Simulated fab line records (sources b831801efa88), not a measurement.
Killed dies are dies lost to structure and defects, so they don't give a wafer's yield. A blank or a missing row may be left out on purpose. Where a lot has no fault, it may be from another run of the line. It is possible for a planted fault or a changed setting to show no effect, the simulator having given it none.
Which of the tools did it?    flow sky130    6 lots, 18 wafers sampled, at 3 steps of a route of 708

WHAT THE GAUGES SHOWED, per wafer
SKY_SONOS_ONO_CD_MEAS_13: target cd 410 nm.
lot   measured      on         cd_nm (nm)
L288  day 13 07:04  cd_sem-02  409.6 410.3 409.6
L294  day 14 20:13  cd_sem-02  409.4 408.2 407.4
L299  day 17 06:02  cd_sem-02  400.0 399.7 400.3
L303  day 17 23:13  cd_sem-01  410.7 412.9 411.7
L307  day 19 09:48  cd_sem-01  408.9 409.2 408.6
L310  day 20 14:59  cd_sem-02  410.8 411.5 410.2

TOOL THAT RAN EACH LOT (tool first, then ch and the chambers of the sampled wafers, then the start)
lot   SKY_PWDE_STRIP_09                    SKY_SONOS_ONO_EXPOSE_10
L288  plasma_asher-04 ch 0,1, day 4 07:31  iline_stepper-01 ch 0, day 12 19:29
L294  plasma_asher-04 ch 0,1, day 5 13:34  iline_stepper-02 ch 0, day 14 07:22
L299  plasma_asher-01 ch 1, day 6 19:46    iline_stepper-02 ch 0, day 16 16:22
L303  plasma_asher-03 ch 0,1, day 7 14:19  iline_stepper-01 ch 0, day 17 09:07
L307  plasma_asher-03 ch 0,1, day 8 13:46  iline_stepper-01 ch 0, day 18 18:35
L310  plasma_asher-04 ch 0,1, day 9 10:28  iline_stepper-01 ch 0, day 19 23:42
- SKY_PWDE_STRIP_09: strips in O2/N2.
- SKY_SONOS_ONO_EXPOSE_10: exposes mask ONOM, target cd 410 nm.

THE ANSWER, worked out from the rows above alone
Rule: usual is defined by the lots themselves. The widest of any qualifying gaps counts: lots, ordered by their means at a reading, are off when they make up no more than a third of the lots, leave a main group of 4 or more, and stand apart from it by 3 or more times the standard deviation of that group's means. Not used: any main group whose means are identical at the precision the tables above print for the reading. Also off: a lot with no number at a reading for which 4 or more lots have one. Where the step has rows for the other lots, those lots are counted as sound.
Off, at SKY_SONOS_ONO_CD_MEAS_13 on cd_nm: L299. Main group: mean 409.9 nm, sd 1.2.
A tool fits if, at a process step before that reading, it ran every lot that is off, and no sound lot after the first of them. Those tools and the gauges at SKY_SONOS_ONO_CD_MEAS_13 are tried in the same way. 2 tools fit, plasma_asher-01 at SKY_PWDE_STRIP_09 and iline_stepper-02 at SKY_SONOS_ONO_EXPOSE_10, so this cannot tell which one it is.

WHAT THE SIMULATOR HAD INSERTED
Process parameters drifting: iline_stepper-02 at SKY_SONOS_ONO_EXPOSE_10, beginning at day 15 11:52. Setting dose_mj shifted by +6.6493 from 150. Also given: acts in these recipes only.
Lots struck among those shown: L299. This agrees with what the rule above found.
